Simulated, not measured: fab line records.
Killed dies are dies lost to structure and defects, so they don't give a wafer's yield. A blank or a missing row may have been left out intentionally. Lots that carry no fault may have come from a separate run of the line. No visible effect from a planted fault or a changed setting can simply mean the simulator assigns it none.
Chamber matching    flow gf180mcu    cmp-02 running GF_V5_CMP_04: 4 sister chambers
The step polishes SiO2. 14 wafers are shown with their chamber, then 7 later ones without.

## WAFERS, EACH WITH ITS CHAMBER
wafer   chamber  motor current A (A)  head pressure psi (psi)  edge zone pressure frac
L864.2  3        13.2                 3.995                    1.010
L864.4  0        9.0                  3.993                    1.011
L864.6  1        14.4                 4.012                    1.000
L865.1  1        14.3                 4.007                    0.997
L865.5  1        15.3                 4.001                    0.993
L865.6  0        9.4                  4.003                    0.998
L867.1  0        9.5                  4.004                    0.989
L867.2  1        14.4                 4.009                    0.999
L867.3  3        13.9                 4.002                    0.990
L874.1  0        9.3                  3.994                    0.994
L874.3  2        10.8                 3.996                    1.000
L874.6  0        9.9                  3.993                    1.001
L875.1  1        14.7                 4.007                    0.998
L875.4  2        11.0                 3.998                    1.007

SIGNATURES, as means of the wafers listed above
reading                  chamber 0  chamber 1  chamber 2  chamber 3  scatter within a chamber
motor current A          9.420      14.620     10.900     13.550     0.369
head pressure psi        3.99740    4.00720    3.99700    3.99850    0.00465
edge zone pressure frac  0.99860    0.99740    1.00350    1.00000    0.00726
Rule: a wafer's distance from a chamber is the root of the sum, over the readings, of the square of ((its reading less the chamber's mean) divided by the reading's scatter). If the next closest chamber is less than 2 further off than the closest, the wafer can't be placed; otherwise it belongs to the closest. The scatter is the square root of a quotient: the sum, over the shown wafers, of each reading's squared deviation from its chamber's mean, divided by wafers minus chambers.

## WAFERS WHOSE CHAMBER IS MISSING
wafer   motor current A (A)  head pressure psi (psi)  edge zone pressure frac
L875.6  9.5                  4.007                    1.000
L876.2  13.3                 4.009                    1.003
L876.3  9.7                  4.007                    1.009
L876.6  9.3                  4.025                    1.009
L887.1  14.0                 3.990                    0.995
L887.3  9.8                  3.995                    0.998
L887.5  13.7                 3.986                    1.001

## WHICH CHAMBER EACH ONE RAN IN
wafer   from the rows above      in truth
L875.6  0                        0
L876.2  can't be placed: 3 or 1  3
L876.3  can't be placed: 0 or 2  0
L876.6  can't be placed: 0 or 2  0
L887.1  can't be placed: 3 or 1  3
L887.3  can't be placed: 0 or 2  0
L887.5  3                        3
Correct placement for 2 of the 7. Not placeable from these rows: 5 (in 5, the candidates include the true chamber). Number placed wrongly: 0.
